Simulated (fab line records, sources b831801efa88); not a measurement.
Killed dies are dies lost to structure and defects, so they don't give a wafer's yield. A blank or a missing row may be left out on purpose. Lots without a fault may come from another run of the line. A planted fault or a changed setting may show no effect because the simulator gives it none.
Problem report in the 8D (eight disciplines) form, filled by code | flow gf180mcu | the parts of the form that need people (team, actions taken, sign-off) are left out

1. THE PROBLEM
HV_LDD_CVD_56_THK at GF_HV_LDD_THK_MEAS_57 reads a mean of 97.4 nm on 6 wafers of 2 lots; wafers without a fault read 89.7 nm with a standard deviation of 0.85. That is +9.1 standard deviations from the usual mean.
First seen on wafer L500.1, day 18 13:22, on film_metro-01. The record holds 36 wafers of 12 lots with a number at this step. Rule for "out", or "out of limits": more than 4 standard deviations from the usual mean. The other wafers with a number count as sound.

2. WHAT IT IS AND WHAT IT IS NOT
question                    | is                     | is not
which readings at this step | HV_LDD_CVD_56_THK      | -
which lots                  | L500, L501             | L484, L485, L487, L488, L490, L491, L492, L494, L497, L505
which wafers of those lots  | all that have a number | -
read on which gauges        | film_metro-01          | film_metro-03, film_metro-04
when                        | from day 18 13:22      | up to then (27 sound wafers); but 3 sound wafers of L505 came after

3. SUSPECTS, AND WHAT RULES EACH OUT
Counting: a tool at a process step up to the reading stays a suspect if it ran every lot that is out and no sound lot after the first of them.
- the gauge at GF_HV_LDD_THK_MEAS_57: ruled out. All the wafers that are out were read on film_metro-01, but those of them that GF_HV_LDD_ETCHBACK_58 has rows for are out there too, on other tools.
- lpcvd-02 at GF_HV_LDD_CVD_56 (deposits Si3N4 from DCS/NH3, target thk 90 nm, time 1543 s): kept. It ran every lot that is out, first L500 (day 18 11:56), and no sound lot after that; its last sound lot up to then is L497 (day 17 21:05).
Left after counting: lpcvd-02 at GF_HV_LDD_CVD_56.

4. THE CAUSE (what the simulator had put in)
Process parameter drift: lpcvd-02, from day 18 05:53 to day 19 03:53, at GF_HV_LDD_CVD_56. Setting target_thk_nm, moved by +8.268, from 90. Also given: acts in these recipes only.
Counting left only this tool.

5. THE CHAIN OF EFFECTS, in route order
Each row: a reading whose mean over the struck wafers that have a number lies more than 3 standard deviations from the usual. Only readings for which the record gives a usual standard deviation are gone through. hours: the time from each lot's start at the first step in this table that gives one to its start at this step, as a median over the lots. sigmas: the change in usual standard deviations.
hours | step                  | reading           | usual      | on struck wafers | change | sigmas
0     | GF_HV_LDD_THK_MEAS_57 | HV_LDD_CVD_56_THK | 89.7 nm    | 97.4             | +7.7   | +9.1
4     | GF_HV_LDD_ETCHBACK_58 | oes_product_au    | 0.841 a.u. | 0.880            | +0.039 | +6.0
The process steps in it:
- GF_HV_LDD_ETCHBACK_58: etches Si3N4 in CH3F/O2, stops on SiO2, time 100 s, target depth 90 nm.
Later measuring or inspecting steps at which every struck wafer that the step has a row for has a number for every such reading, and none has moved that far: GF_V1_BOW_MEAS_05.

6. WHAT WOULD HAVE CAUGHT IT SOONER
In this record the first reading out of limits at a measuring or inspecting step was taken at day 18 13:22, 7 hours after the fault began at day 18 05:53.
Of the lots that are out (2), L501 began GF_HV_LDD_CVD_56 on lpcvd-02 after day 18 13:22. A hold on the tool at that time would have spared it.
